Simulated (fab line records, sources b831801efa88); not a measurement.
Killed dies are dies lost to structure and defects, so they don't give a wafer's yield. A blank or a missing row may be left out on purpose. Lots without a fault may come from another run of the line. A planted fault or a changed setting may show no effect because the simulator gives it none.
A struck lot beside a sound one | flow sky130 | 33 steps out of a route of 708
Sound: wafers L858.1, L858.4, L858.5. Struck: wafers L862.1, L862.4, L862.6. The cause comes at the end.
At each step with rows: each side's tool, then ch and its chambers, then its first start. Under that, the readings that differ: sound wafers | struck wafers | difference of the means | sigmas: that difference in standard deviations of wafers without a fault.
alike: readings whose means differ by less than 2 such deviations, and words and numbers that are the same on both sides. not compared: withheld readings, readings that some wafer has no value for, bounds like >300 that may hide the same value, and numbers for which the record gives no deviation and whose values overlap.
The two part at a step that has a row with sigmas, a row that says differs or no value, or rows on one side only. Numbers that don't overlap but have no deviation are shown without sigmas and don't part them. A reading that every wafer of one side lacks parts them only if that side has two wafers or more.

first, 3 steps without rows for these wafers: SKY_VT_ADJUST_HVTR_EXPOSE_04 (exposes mask HVTRM, target cd 380 nm); SKY_VT_ADJUST_HVTR_PEB_05; SKY_VT_ADJUST_HVTR_DEVELOP_06 (develop time 60 s).
SKY_VT_ADJUST_HVTR_CD_MEAS_07: target cd 380 nm.
  sound on cd_sem-01, day 11 06:48; struck on cd_sem-01, day 12 09:03
  alike: cd_nm
SKY_VT_ADJUST_HVTR_OVL_MEAS_08:
  sound on overlay-01, day 11 06:55; struck on overlay-02, day 12 09:10
  alike: VT_ADJUST_HVTR_OVL
then, 1 step without rows for these wafers: SKY_VT_ADJUST_HVTR_IMPLANT_09.
SKY_VT_ADJUST_HVTR_STRIP_10: strips in O2/N2.
  sound on plasma_asher-03 ch 0,1, day 11 07:07; struck on plasma_asher-02 ch 0, day 12 09:22
  reading                     | sound       | struck      | difference | sigmas
  drypump_motor_current_A (A) | 6.2 6.2 6.2 | 5.1 5.1 5.1 | -1.1       | -2
  alike: oes_product_au, strip_time_to_endpoint_s
  not compared: rf_hours_counter_h
SKY_VT_ADJUST_HVTR_TW_MEAS_11:
  sound on film_metro-01, day 11 07:13; struck on film_metro-04, day 12 09:28
  alike: VT_ADJUST_HVTR_TW
then, 4 steps without rows for these wafers: SKY_VT_ADJUST_PCH_DEHYDRATE_00 (time 60 s); SKY_VT_ADJUST_PCH_HMDS_01 (prime time 60 s); SKY_VT_ADJUST_PCH_COAT_02 (resist thk 3000 nm); SKY_VT_ADJUST_PCH_SOFTBAKE_03.
SKY_VT_ADJUST_PCH_EXPOSE_04: exposes mask NWM, target cd 840 nm.
  sound on iline_stepper-02 ch 0, day 11 19:24; struck on iline_stepper-02 ch 0, day 12 21:25
  reading | sound             | struck               | difference | sigmas
  mask    | NWM#0 NWM#0 NWM#0 | TUNM#0 TUNM#0 TUNM#0 | differs    |
  alike: focus_offset_nm, stage_vel_mm_s
then, 2 steps without rows for these wafers: SKY_VT_ADJUST_PCH_PEB_05; SKY_VT_ADJUST_PCH_DEVELOP_06 (develop time 60 s).
SKY_VT_ADJUST_PCH_OVL_MEAS_07:
  sound on overlay-02, day 12 06:37; struck on overlay-01, day 13 08:31
  reading                | sound        | struck | difference                    | sigmas
  VT_ADJUST_PCH_OVL (nm) | 1.5 1.1 -1.2 | - - -  | no value on the struck wafers |
then, 1 step without rows for these wafers: SKY_VT_ADJUST_PCH_IMPLANT_08.
SKY_VT_ADJUST_PCH_STRIP_09: strips in O2/N2.
  sound on plasma_asher-03 ch 0, day 12 06:49; struck on plasma_asher-02 ch 0,1, day 13 08:42
  reading                     | sound       | struck      | difference | sigmas
  drypump_motor_current_A (A) | 6.2 6.2 6.2 | 5.1 6.2 5.2 | -0.7       | -2
  alike: oes_product_au, strip_time_to_endpoint_s
  not compared: rf_hours_counter_h
SKY_VT_ADJUST_PCH_TW_MEAS_10:
  sound on film_metro-01, day 12 06:55; struck on film_metro-02, day 13 08:48
  reading          | sound             | struck         | difference | sigmas
  VT_ADJUST_PCH_TW | 141.4 141.5 142.2 | 30.4 30.3 30.3 | -111.4     | -86
then, 7 steps without rows for these wafers: SKY_SONOS_TUNNEL_DEHYDRATE_00 (time 60 s); SKY_SONOS_TUNNEL_HMDS_01 (prime time 60 s); SKY_SONOS_TUNNEL_COAT_02 (resist thk 1140 nm); SKY_SONOS_TUNNEL_SOFTBAKE_03 (time 60 s); SKY_SONOS_TUNNEL_EXPOSE_04 (exposes mask TUNM, target cd 410 nm); SKY_SONOS_TUNNEL_PEB_05; SKY_SONOS_TUNNEL_DEVELOP_06 (develop time 60 s).
SKY_SONOS_TUNNEL_CD_MEAS_07: target cd 410 nm.
  sound on cd_sem-01, day 13 06:54; struck on cd_sem-02, day 14 10:01
  alike: cd_nm
SKY_SONOS_TUNNEL_OVL_MEAS_08:
  sound on overlay-02, day 13 07:01; struck on overlay-01, day 14 10:08
  alike: SONOS_TUNNEL_OVL
then, 3 steps without rows for these wafers: SKY_SONOS_TUNNEL_IMPLANT_09; SKY_SONOS_TUNNEL_WET_ETCH_10 (etches SiO2 in dHF, target depth 14 nm, time 280 s); SKY_SONOS_TUNNEL_STRIP_11 (strips in SPM, time 600 s).
SKY_SONOS_TUNNEL_TW_MEAS_12:
  sound on film_metro-03, day 13 07:30; struck on film_metro-03, day 14 10:41
  reading         | sound             | struck            | difference | sigmas
  SONOS_TUNNEL_TW | 201.5 201.1 201.5 | 216.5 216.2 216.2 | +14.9      | +9
then, 1 step without rows for these wafers: SKY_SONOS_TUNNEL_CLEAN_13 (cleans in dHF, time 20 s).

WHERE THEY PART
First at SKY_VT_ADJUST_HVTR_STRIP_10; last, within this record, at SKY_SONOS_TUNNEL_TW_MEAS_12.

WHY: what the simulator had put in
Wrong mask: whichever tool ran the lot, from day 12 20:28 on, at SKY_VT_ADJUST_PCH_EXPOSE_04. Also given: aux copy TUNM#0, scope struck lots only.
